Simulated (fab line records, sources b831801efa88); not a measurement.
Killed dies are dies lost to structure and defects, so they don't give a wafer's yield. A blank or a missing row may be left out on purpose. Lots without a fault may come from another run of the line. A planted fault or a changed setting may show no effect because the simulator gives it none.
Which tool did it? | flow sky130 | 14 lots, 41 wafers sampled, at 1 step of a route of 708

WHAT THE GAUGES READ, wafer by wafer
SKY_CAP2M_OVL_MEAS_12.
lot  | measured     | on         | CAP2M_OVL (nm)
L328 | day 41 00:04 | overlay-01 | -1.2 0.1 -2.4
L329 | day 41 08:53 | overlay-02 | 2.9 3.7 1.5
L330 | day 41 13:20 | overlay-01 | 1.5 -0.3 -0.1
L331 | day 41 15:05 | overlay-02 | -2.4 -1.5 -2.0
L332 | day 41 22:51 | overlay-01 | 2.3 1.6 2.6
L333 | day 42 05:36 | overlay-01 | 2.2 2.1 3.0
L335 | day 43 01:48 | overlay-02 | 0.6 0.2 -0.7
L336 | day 43 06:44 | overlay-02 | 0.8 -0.7
L337 | day 43 07:56 | overlay-01 | 6.7 3.0 4.6
L344 | day 45 08:24 | overlay-02 | 1.0 1.9 0.3
L348 | day 46 07:16 | overlay-01 | 0.8 1.2 0.6
L349 | day 46 10:25 | overlay-02 | 2.3 3.2 2.8
L350 | day 46 15:45 | overlay-02 | -2.7 -0.1 -1.8
L351 | day 46 19:44 | overlay-02 | 0.5 -0.3 -1.8

WHICH TOOL RAN EACH LOT (tool, then ch and the chambers of the sampled wafers, then the start)
The record holds no process step before these readings.

WHAT THE TOOLS THEMSELVES READ (means of the sampled wafers that have a number; where no wafer has one, the mark that the record gives instead)
The record holds no such reading with a usual standard deviation.

THE ANSWER, worked out from the rows above alone
Rule: what is usual is taken from the lots themselves. Put in order of their means at a reading, lots are off if they are a third of the lots or fewer, leave a main group of 4 or more, and stand apart from it by a gap of 3 or more times the standard deviation of the main group's means; of several such gaps the widest counts. A main group whose means are all the same, to the digits that the tables above print for the reading, isn't used. A lot without any number at a reading at which 4 lots or more have one is off too. The other lots that the step has rows for count as sound. The gauges are gone through in route order, then the tools' own readings, and for those a lot's mean is taken as printed above. The first step at which some lot is off is used, and at that step the reading that is off furthest; a lot without a number counts as furthest.
No lot is off at any reading shown: from this, nothing can be told.

WHAT THE SIMULATOR HAD PUT IN
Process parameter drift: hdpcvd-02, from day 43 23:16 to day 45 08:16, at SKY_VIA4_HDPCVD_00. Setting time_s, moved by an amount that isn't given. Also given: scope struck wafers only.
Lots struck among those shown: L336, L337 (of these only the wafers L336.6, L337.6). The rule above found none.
